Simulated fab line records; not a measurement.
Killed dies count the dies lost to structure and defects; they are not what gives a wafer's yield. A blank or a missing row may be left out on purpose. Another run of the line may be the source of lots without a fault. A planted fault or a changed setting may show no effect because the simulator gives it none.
fab line records | flow sky130
record: lots: 14 wafers: 42 last_day: 50
route steps=708 shown LOCAL_INTERCONNECT@401 CONTACT@431 METAL1@446 VIA1@460
lots that met no fault: taken from a fault-free run of the same line
start_h: start of the lot's first displayed wafer, in hours after the record's first day | wait_h: hours elapsed since this lot's preceding step | " same as the row above | L1.1+2: a single row standing in for several wafers | - no value, or no start given | * or withheld: withheld | < > ~ a bound
route shown NAME@n: a module of which the file shows steps, and the number in the route of the first | usual: mean and standard deviation over wafers with no fault | same: alike in all rows | chamber/n: place in a boat | sites: each site's reading | _std_site: standard deviation across them | _edge_site: the outer-site mean with the inner-site mean subtracted | radius_mm: how far each site lies from the wafer's centre | mask NAME#n: copy n | behind: the last tool/chamber to shape the wafer | hold: reason for holding the lot/hours on hold/outcome of the hold | device: the transistor (n, p or np) that didn't switch | end of line: tests run on the same wafers once the route is complete | a step with no rows: only its recipe | killed: dies lost to structure and defects at the first sort, not the wafer's yield | map: a wafer's dies, x killed, . not, _ none there
set.NAME: setting as actually run; set.NAME@STEP: the setting as run at that earlier step | model.NAME: the simulator's own value behind a step, which no gauge read
route steps across a sampled set of lots; one table per step, one row per wafer
services: the hour from which a tool's chamber was out of use, counted from the record's first day as start_h (under 0 if before that day), plus the number of hours and why
== steps ==
step: SKY_LOCAL_INTERCONNECT_METAL_ETCH_14
recipe: target_depth_nm: 110 stop_on: PSG chemistry: Cl2/BCl3 target: TiN resist_sidewall_deg: 88 pressure_mtorr: 10 icp_w: 900 bias_w: 48.5 Cl2_flow_sccm: 60 bcl3_flow_sccm: 30 time_s: 31.4
usual: drypump_motor_current_A: 5.7/0.46 oes_product_au: 0.939/0.0072 throttle_valve_pct: 21.902/0.0095
columns lot.wafer tool chamber start_h wait_h drypump_motor_current_A oes_product_au rf_hours_counter_h throttle_valve_pct
L577.3 rie_metal-03 0 700.19 0.0 5.2 0.941 - 21.894
L577.4 " 1 " " 5.0 0.961 - 21.894
L577.6 " 0 " " 5.2 0.953 - 21.906
L578.2 rie_metal-03 1 713.58 0.1 5.0 0.938 4 21.907
L578.4 " 0 " " 5.2 0.936 - 21.892
L578.5 " 1 " " 5.0 0.932 - 21.910
L579.3 rie_metal-04 0 719.71 0.0 6.3 0.939 - 21.912
L579.5 " 1 " " 5.7 0.940 - 21.895
L579.6 " 0 " " 6.3 0.942 - 21.913
L580.1 rie_metal-04 1 727.18 0.1 5.7 0.941 13 21.892
L580.4 " 1 " " 5.7 0.929 - 21.919
L580.6 " 1 " " 5.7 0.939 - 21.888
L582.1 rie_metal-04 1 749.15 0.1 5.7 0.926 15 21.917
L582.5 " 1 " " 5.7 0.931 - 21.914
L582.6 " 1 " " 5.7 0.932 - 21.908
L586.3 rie_metal-04 1 775.19 0.0 5.7 0.943 - 21.901
L586.5 " 1 " " 5.8 0.946 - 21.884
L586.6 " 0 " " 6.3 0.936 - 21.907
L589.1 rie_metal-02 0 802.46 0.0 5.5 0.937 3 21.883
L589.4 " 1 " " 6.1 0.947 - 21.901
L589.5 " 1 " " 6.1 0.944 - 21.885
L591.3 rie_metal-03 0 810.56 0.0 5.2 0.945 - 21.912
L591.5 " 1 " " 5.0 0.933 - 21.892
L591.6 " 0 " " 5.2 0.943 - 21.905
L592.3 rie_metal-03 0 822.19 0.0 5.2 0.930 - 21.898
L592.5 " 1 " " 5.0 0.928 - 21.919
L592.6 " 0 " " 5.2 0.933 - 21.916
L594.1 rie_metal-04 1 845.66 0.0 5.7 0.952 1 21.903
L594.2 " 0 " " 6.3 0.941 5 21.899
L594.4 " 0 " " 6.3 0.953 - 21.889
L595.2 rie_metal-04 0 854.72 0.0 6.3 0.927 5 21.909
L595.4 " 0 " " 6.3 0.932 - 21.906
L595.6 " 0 " " 6.3 0.932 - 21.922
L596.1 rie_metal-02 1 855.45 0.0 6.1 0.937 4 21.905
L596.2 " 0 " " 5.6 0.955 6 21.900
L596.6 " 1 " " 6.1 0.937 - 21.898
L597.1 rie_metal-04 0 859.60 0.0 6.3 0.934 5 21.902
L597.3 " 0 " " 6.3 0.939 - 21.923
L597.6 " 0 " " 6.3 0.936 - 21.896
L600.2 rie_metal-02 0 871.76 0.0 5.6 0.947 6 21.902
L600.5 " 0 " " 5.6 0.943 - 21.904
L600.6 " 1 " " 6.1 0.935 - 21.885
step: SKY_CONTACT_RS_MEAS_25
recipe: thk_meas_gauge: four-point-probe reads: W_of_CONTACT_CVD_24+TiN_of_CONTACT_SPUTTER_23
usual: CONTACT_W_RS: 0.336/0.0041
columns lot.wafer tool chamber start_h wait_h CONTACT_W_RS[ohm/sq]
L577.3 film_metro-03 - 730.90 0.1 0.332
L577.4 " - " " 0.335
L577.6 " - " " 0.329
L578.2 film_metro-01 - 744.02 0.1 0.328
L578.4 " - " " 0.330
L578.5 " - " " 0.331
L579.3 film_metro-02 - 749.19 0.1 0.340
L579.5 " - " " 0.344
L579.6 " - " " 0.341
L580.1 film_metro-01 - 757.79 0.1 0.335
L580.4 " - " " 0.336
L580.6 " - " " 0.334
L582.1 film_metro-03 - 777.64 0.1 0.345
L582.5 " - " " 0.344
L582.6 " - " " 0.341
L586.3 film_metro-03 - 802.89 0.1 0.332
L586.5 " - " " 0.331
L586.6 " - " " 0.336
L589.1 film_metro-02 - 831.39 0.1 0.338
L589.4 " - " " 0.336
L589.5 " - " " 0.335
L591.3 film_metro-02 - 838.84 0.1 0.327
L591.5 " - " " 0.332
L591.6 " - " " 0.333
L592.3 film_metro-02 - 850.58 0.1 0.340
L592.5 " - " " 0.346
L592.6 " - " " 0.341
L594.1 film_metro-03 - 873.63 0.1 0.333
L594.2 " - " " 0.332
L594.4 " - " " 0.332
L595.2 film_metro-02 - 882.41 0.1 0.336
L595.4 " - " " 0.336
L595.6 " - " " 0.341
L596.1 film_metro-02 - 884.43 0.1 0.336
L596.2 " - " " 0.337
L596.6 " - " " 0.335
L597.1 film_metro-02 - 888.17 0.1 0.337
L597.3 " - " " 0.335
L597.6 " - " " 0.338
L600.2 film_metro-02 - 900.03 0.1 0.336
L600.5 " - " " 0.333
L600.6 " - " " 0.333
step: SKY_METAL1_EXPOSE_12
recipe: mask_id: MM1 na: 0.8 source_shape: annular sigma_inner: 0.55 sigma_outer: 0.85 target_cd_nm: 140 dose_mj: 28
usual: exposure_dose_mJ_cm2: 27.93/0.03 focus_offset_nm: 0.1/0.54 sigma_outer: 0.85/0
columns lot.wafer tool chamber start_h wait_h mask exposure_dose_mJ_cm2 focus_offset_nm sigma_outer
L577.3 krf_scanner-02 0 745.91 - MM1#0 27.91 -0.7 0.85
L577.4 " 0 " " MM1#0 27.91 -0.3 0.85
L577.6 " 0 " " MM1#0 27.90 -0.8 0.85
L578.2 krf_scanner-01 0 758.33 - MM1#0 27.96 -0.9 0.85
L578.4 " 0 " " MM1#0 27.97 -0.7 0.85
L578.5 " 0 " " MM1#0 27.98 -0.3 0.85
L579.3 krf_scanner-01 - 763.24 - MM1#0 - - -
L579.5 " - " " MM1#0 - - -
L579.6 " - " " MM1#0 - - -
L580.1 krf_scanner-02 - 772.23 - MM1#0 - - -
L580.4 " - " " MM1#0 - - -
L580.6 " - " " MM1#0 - - -
L582.1 krf_scanner-01 0 793.65 - MM1#0 27.94 0.5 0.85
L582.5 " 0 " " MM1#0 27.93 -0.2 0.85
L582.6 " 0 " " MM1#0 27.94 -0.4 0.85
L586.3 krf_scanner-02 0 816.79 - MM1#0 27.94 1.0 0.85
L586.5 " 0 " " MM1#0 27.94 0.3 0.85
L586.6 " 0 " " MM1#0 27.94 0.7 0.85
L589.1 krf_scanner-02 0 844.90 - MM1#0 27.89 0.0 0.85
L589.4 " 0 " " MM1#0 27.90 0.3 0.85
L589.5 " 0 " " MM1#0 27.88 -0.1 0.85
L591.3 krf_scanner-01 0 853.33 - MM1#0 27.92 0.2 0.85
L591.5 " 0 " " MM1#0 27.97 0.1 0.85
L591.6 " 0 " " MM1#0 27.93 0.6 0.85
L592.3 krf_scanner-02 0 864.15 - MM1#0 27.92 0.0 0.85
L592.5 " 0 " " MM1#0 27.91 0.6 0.85
L592.6 " 0 " " MM1#0 27.87 0.4 0.85
L594.1 krf_scanner-01 0 887.83 - MM1#0 28.01 0.1 0.85
L594.2 " 0 " " MM1#0 27.99 -0.1 0.85
L594.4 " 0 " " MM1#0 28.00 -0.5 0.85
L595.2 krf_scanner-02 0 895.89 - MM1#0 27.91 -1.4 0.85
L595.4 " 0 " " MM1#0 27.94 -0.7 0.85
L595.6 " 0 " " MM1#0 27.91 0.4 0.85
L596.1 krf_scanner-01 0 897.77 - MM1#0 27.92 0.9 0.85
L596.2 " 0 " " MM1#0 27.96 0.3 0.85
L596.6 " 0 " " MM1#0 27.93 0.4 0.85
L597.1 krf_scanner-02 0 901.77 - MM1#0 27.86 -0.5 0.85
L597.3 " 0 " " MM1#0 27.89 -0.6 0.85
L597.6 " 0 " " MM1#0 27.88 0.1 0.85
L600.2 krf_scanner-01 0 913.79 - MM1#0 27.99 0.0 0.85
L600.5 " 0 " " MM1#0 27.97 0.4 0.85
L600.6 " 0 " " MM1#0 27.96 -0.1 0.85
step: SKY_VIA1_CMP_02
recipe: material: SiO2 down_force_psi: 4 platen_rpm: 60 pad_velocity_m_s: 0.94248
usual: motor_current_A: 11.5/1.6
columns lot.wafer tool chamber start_h wait_h motor_current_A
L577.4 cmp-01 0 760.25 0.0 9.2
L577.3 " 2 " " 14.0
L577.6 " 0 " " 9.4
L578.2 cmp-01 1 772.73 0.1 12.3
L578.4 " 0 " " 9.4
L578.5 " 2 " " 12.5
L582.1 cmp-01 1 807.76 0.1 12.1
L582.5 " 0 " " 9.4
L582.6 " 1 " " 11.4
L586.3 cmp-01 2 831.00 0.1 12.8
L586.5 " 1 " " 12.1
L586.6 " 2 " " 12.9
L589.4 cmp-01 2 859.28 0.1 13.1
L589.1 " 0 " " 9.9
L589.5 " 1 " " 11.8
L591.3 cmp-02 1 866.41 0.2 11.9
L591.5 " 2 " " 13.6
L591.6 " 3 " " 12.0
L592.3 cmp-01 3 877.10 0.1 10.5
L592.6 " 1 " " 12.0
L592.5 " 2 " " 13.8
L594.1 cmp-02 2 900.66 0.1 12.9
L594.4 " 3 " " 11.2
L594.2 " 0 " " 9.1
L595.4 cmp-02 2 909.88 0.0 13.7
L595.2 " 3 " " 11.7
L595.6 " 3 " " 11.1
L596.1 cmp-02 2 912.02 0.2 14.0
L596.2 " 1 " " 11.8
L596.6 " 2 " " 13.5
L597.1 cmp-02 3 915.55 0.1 11.7
L597.3 " 0 " " 8.1
L597.6 " 0 " " 9.0
L600.2 cmp-02 2 926.39 0.1 13.8
L600.5 " 1 " " 12.0
L600.6 " 2 " " 14.2
== services ==
columns tool chamber start_h hours kind
cmp-02 - 682.53 2.5 repair
cmp-01 - 687.92 0.8 repair
cmp-01 - 688.62 3.6 repair
krf_scanner-02 - 693.09 1.3 pm
cmp-02 - 705.77 0.2 repair
krf_scanner-01 - 707.85 4.0 pm
rie_metal-04 - 713.59 2.8 pm
krf_scanner-02 - 718.72 1.0 pm
krf_scanner-01 - 719.73 1.3 pm
krf_scanner-01 - 729.48 0.8 pm
krf_scanner-01 - 745.69 0.8 repair
krf_scanner-02 - 746.08 6.2 repair
krf_scanner-01 - 779.57 7.2 pm
rie_metal-04 - 805.07 0.4 repair
krf_scanner-02 - 818.75 1.4 repair
krf_scanner-01 - 821.92 1.0 pm
krf_scanner-02 - 827.43 0.8 pm
krf_scanner-01 - 838.45 3.6 pm
krf_scanner-02 - 858.41 3.6 pm
krf_scanner-02 - 862.19 0.1 repair
krf_scanner-02 - 869.02 1.3 pm
krf_scanner-02 - 887.72 1.0 pm
krf_scanner-01 - 894.66 1.3 pm
krf_scanner-01 - 898.28 0.8 pm
== key ==
first_sign: step: SKY_METAL1_EXPOSE_12 reading: tool_record direction: missing
effect none on later readings
met_at SKY_METAL1_EXPOSE_12
struck_lots L579,L580
later_rows_left_out L579.3,L579.5,L579.6,L580.1,L580.4,L580.6
sort_left_out L579.3,L579.5,L579.6,L580.1,L580.4,L580.6
not_acting_at SKY_LOCAL_INTERCONNECT_METAL_ETCH_14,SKY_CONTACT_RS_MEAS_25,SKY_VIA1_CMP_02
onset_between 758.33 763.24
fault: kind: skipped_step_whole tool: krf_scanner-01,krf_scanner-02 chamber: - onset_h: 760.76 steps: SKY_METAL1_EXPOSE_12 scope: struck_lots_only
sort_left_out: the simulated sort isn't trusted on such a fault, so these wafers' sort isn't shown, and their yield isn't known
later_rows_left_out: the simulator's readings of these wafers behind a module that went badly wrong aren't trusted and aren't shown, but for the sort
